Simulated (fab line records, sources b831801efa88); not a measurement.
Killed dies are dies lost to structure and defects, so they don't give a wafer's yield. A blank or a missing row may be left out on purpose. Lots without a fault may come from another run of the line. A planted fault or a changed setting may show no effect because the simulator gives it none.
A struck lot beside a sound one | flow sfq_line | 14 steps out of a route of 325
Sound: wafers L846.1, L846.3, L846.4. Struck: wafers L859.1, L859.2, L859.4. The cause comes at the end.
At each step with rows: each side's tool, then ch and its chambers, then its first start. Under that, the readings that differ: sound wafers | struck wafers | difference of the means | sigmas: that difference in standard deviations of wafers without a fault.
alike: readings whose means differ by less than 2 such deviations, and words and numbers that are the same on both sides. not compared: withheld readings, readings that some wafer has no value for, bounds like >300 that may hide the same value, and numbers for which the record gives no deviation and whose values overlap.
The two part at a step that has a row with sigmas, a row that says differs or no value, or rows on one side only. Numbers that don't overlap but have no deviation are shown without sigmas and don't part them. A reading that every wafer of one side lacks parts them only if that side has two wafers or more.

first, 6 steps without rows for these wafers: SFQ_TRILAYER_M7_LITHO_COAT_182 (resist thk 62 nm); SFQ_TRILAYER_M7_LITHO_COAT_177 (resist thk 600 nm); SFQ_TRILAYER_M7_LITHO_SOFTBAKE_181; SFQ_TRILAYER_M7_LITHO_EXPOSE_178 (exposes mask M7, target cd 500 nm); SFQ_TRILAYER_M7_LITHO_PEB_180 (peb time 60 s); SFQ_TRILAYER_M7_LITHO_DEVELOP_179 (time 60 s).
SFQ_M7_OVL_MEAS_945:
  sound on overlay-01, day 76 01:13; struck on overlay-01, day 85 19:13
  alike: M7_OVL
SFQ_TRILAYER_M7_BARC_OPEN_METAL_ETCH_229: etches BARC in O2, target depth 125 nm, time 41.7 s.
  sound on rie_metal-03 ch 0,1, day 76 01:15; struck on rie_metal-04 ch 0,1, day 85 19:16
  alike: drypump_motor_current_A, oes_product_au, rf_fwd_power_W
  not compared: rf_hours_counter_h
SFQ_TRILAYER_M7_ETCH_METAL_ETCH_180: etches Nb in Cl2/Ar, stops on SiO2, target depth 240 nm, time 120 s.
  sound on rie_metal-03 ch 0,1, day 76 01:19; struck on rie_metal-04 ch 0,1, day 85 19:19
  alike: drypump_motor_current_A, oes_product_au, rf_fwd_power_W
  not compared: rf_hours_counter_h
SFQ_TRILAYER_M7_STRIP_STRIP_181: strips in O2.
  sound on rie_metal-03 ch 0,1, day 76 01:26; struck on rie_metal-04 ch 0,1, day 85 19:26
  alike: drypump_motor_current_A, oes_product_au
  not compared: rf_hours_counter_h
then, 1 step without rows for these wafers: SFQ_TRILAYER_M7_STRIP_SOLV_CLEAN_182 (cleans in NMP, time 600 s).
SFQ_TRILAYER_I7_DEP_PECVD_183: deposits SiO2 from SiH4/N2O, time 111.11 s, target thk 500 nm.
  sound on pecvd-01 ch 1,2, day 76 02:13; struck on pecvd-03 ch 0,2, day 85 20:13
  reading                                             | sound             | struck            | difference | sigmas
  heater_power_outer_w (W)                            | 50 35 35          | 4 21 23           | -24        | -3
  heater_power_w (W)                                  | 122 89 89         | 50 76 80          | -31        | -2
  rf_fwd_power_W (W)                                  | 182.2 181.7 182.1 | 256.7 255.3 255.3 | +73.8      | +99 or more
  showerhead_vpp_V (V)                                | 820 833 823       | 924 990 986       | +141       | +4
  model.SiO2_of_TRILAYER_I7_DEP_PECVD_183.thk_nm (nm) | 502.8 497 505.5   | 558 551 563.5     | +56        |
  alike: chamber_pressure_Torr, throttle_valve_pct
SFQ_TRILAYER_I7_CMP_CMP_184: polishes SiO2.
  sound on cmp-02 ch 1,2,3, day 76 05:31; struck on cmp-02 ch 0,1,3, day 85 22:42
  reading                | sound       | struck      | difference | sigmas
  time_to_endpoint_s (s) | 228 213 221 | 267 257 275 | +46        | +6
  alike: motor_current_A
SFQ_I7_BOW_MEAS_946:
  sound on film_metro-03, day 76 08:44; struck on film_metro-01, day 86 01:42
  alike: I7_BOW

WHERE THEY PART
First at SFQ_TRILAYER_I7_DEP_PECVD_183; last, within this record, at SFQ_TRILAYER_I7_CMP_CMP_184. Later steps at which nothing parts them and some readings are alike: SFQ_I7_BOW_MEAS_946.

WHY: what the simulator had put in
Process parameter drift: pecvd-03, from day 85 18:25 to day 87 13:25, at SFQ_TRILAYER_I7_DEP_PECVD_183. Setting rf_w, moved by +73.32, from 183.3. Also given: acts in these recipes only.
